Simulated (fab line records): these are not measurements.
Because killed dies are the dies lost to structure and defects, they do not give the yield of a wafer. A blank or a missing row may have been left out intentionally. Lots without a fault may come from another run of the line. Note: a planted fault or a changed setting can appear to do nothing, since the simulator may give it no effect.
Problem report, 8D (eight disciplines) form, completed by code + flow sky130 + the parts of the form that need people (team, actions taken, sign-off) are left out

## 1. WHAT WENT WRONG
Mean of killed_at_M4_up at SKY_PAD_OPEN_PROBE_99: 51 across 3 wafers in 2 lots; on wafers with no fault it is 3 (standard deviation 1.7). That puts it +28 standard deviations away from the usual mean.
Seen first at day 49 07:25 on prober-01, wafer L455.1. At this step, 6 wafers from 2 lots have a number in the record. Rule for "out" (also "out of limits"): further than 4 standard deviations from the usual mean. Any other wafer with a number is counted as sound.

## 2. WHAT THIS IS AND IS NOT
| question                    | is                     | is not                                                                   |
|-----------------------------|------------------------|--------------------------------------------------------------------------|
| which readings at this step | killed_at_M4_up        | killedAtContacts, killedAtFrontEnd, killedAtOther, sort_bin_6_memory     |
| which lots                  | L455, L457             | -                                                                        |
| which wafers of those lots  | L455.1, L455.6, L457.2 | L455.2, L457.4, L457.6                                                   |
| read on which tools         | prober-01              | -                                                                        |
| when                        | from day 49 07:25      | up to then (0 sound wafers); but 3 sound wafers of L455, L457 came after |

## 3. SUSPECTS, AND WHAT RULES EACH OUT
Counting: a tool at a process step up to the reading stays a suspect if it ran every lot that is out. Sound lots after the first of them don't rule it out here, since some wafers of a struck lot are sound.
- rieMetal-01 at SKY_METAL3_ETCH_16 (etches BARC in N2/H2, stops on SiO2, time 88.2 s, target depth 60 nm): kept. It ran every lot that is out, first L455 (day 42 21:02).
- rieMetal-02 at SKY_METAL4_ETCH_16 (etches BARC in N2/H2, stops on SiO2, time 88.2 s, target depth 60 nm): kept. It ran every lot that is out, first L455 (day 45 19:32).
- prober-01 at SKY_PAD_OPEN_PROBE_99: kept. It ran every lot that is out, first L455 (day 49 07:25). Out on those wafers are its own readings of killed_at_M4_up.
- At SKY_METAL4_ETCH_16 on rieMetal-02, chamber 1 took the sound wafers of the same lots and chamber 0 took the wafers that are out.
The count leaves rieMetal-01 at SKY_METAL3_ETCH_16, rieMetal-02 at SKY_METAL4_ETCH_16, and prober-01 at SKY_PAD_OPEN_PROBE_99.

## 4. THE CAUSE (what the simulator had put in)
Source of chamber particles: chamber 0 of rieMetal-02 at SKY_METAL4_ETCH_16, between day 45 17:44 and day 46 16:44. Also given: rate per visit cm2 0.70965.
Of the 3 suspects that counting leaves, this tool is one.

## 5. THE EFFECT CHAIN, in route order
One row per reading whose mean, taken over the struck wafers that have a number, lies over 3 standard deviations from the usual. Only readings for which the record gives a usual standard deviation are gone through. hours: the time from each lot's start at the first step in this table that gives one to its start at this step, as a median over the lots. sigmas: the change in usual standard deviations.
| hours | step                  | reading              | usual  | on struck wafers | change | sigmas |
|-------|-----------------------|----------------------|--------|------------------|--------|--------|
| 0     | SKY_PAD_OPEN_PROBE_99 | defectLimitedYield   | 82.3 % | 74.2             | -8.1   | -4.1   |
| 0     | SKY_PAD_OPEN_PROBE_99 | killed_at_M4_up      | 3      | 51               | +48    | +28    |
| 0     | SKY_PAD_OPEN_PROBE_99 | killedDies           | 87     | 127              | +40    | +4.1   |
| 0     | SKY_PAD_OPEN_PROBE_99 | sort_bin_3_pad_short | 0.9 %  | 2.8              | +1.9   | +4.2   |
| 0     | SKY_PAD_OPEN_PROBE_99 | sort_bin_5_function  | 10.5 % | 16.2             | +5.7   | +3.5   |
| 0     | SKY_PAD_OPEN_PROBE_99 | sortNPass            | 405    | 365              | -40    | -4.1   |
| 0     | SKY_PAD_OPEN_PROBE_99 | sortYieldPct         | 82.3 % | 74.2             | -8.1   | -4.1   |
The process steps in it:
- SKY_PAD_OPEN_PROBE_99

## 6. WHAT WOULD HAVE CAUGHT IT SOONER
In this record no reading fell out of limits until day 49 07:25, 86 hours after the fault had begun at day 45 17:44.
An alarm limit of 4 standard deviations would not have fired on the tool readings at SKY_METAL4_ETCH_16 for which the record gives a usual standard deviation, since none of them was out on any struck wafer.
By day 49 07:25 the whole set of lots that are out, 2 in number, had already begun SKY_METAL4_ETCH_16 on rieMetal-02. None of them would have been spared by holding the tool at that moment.
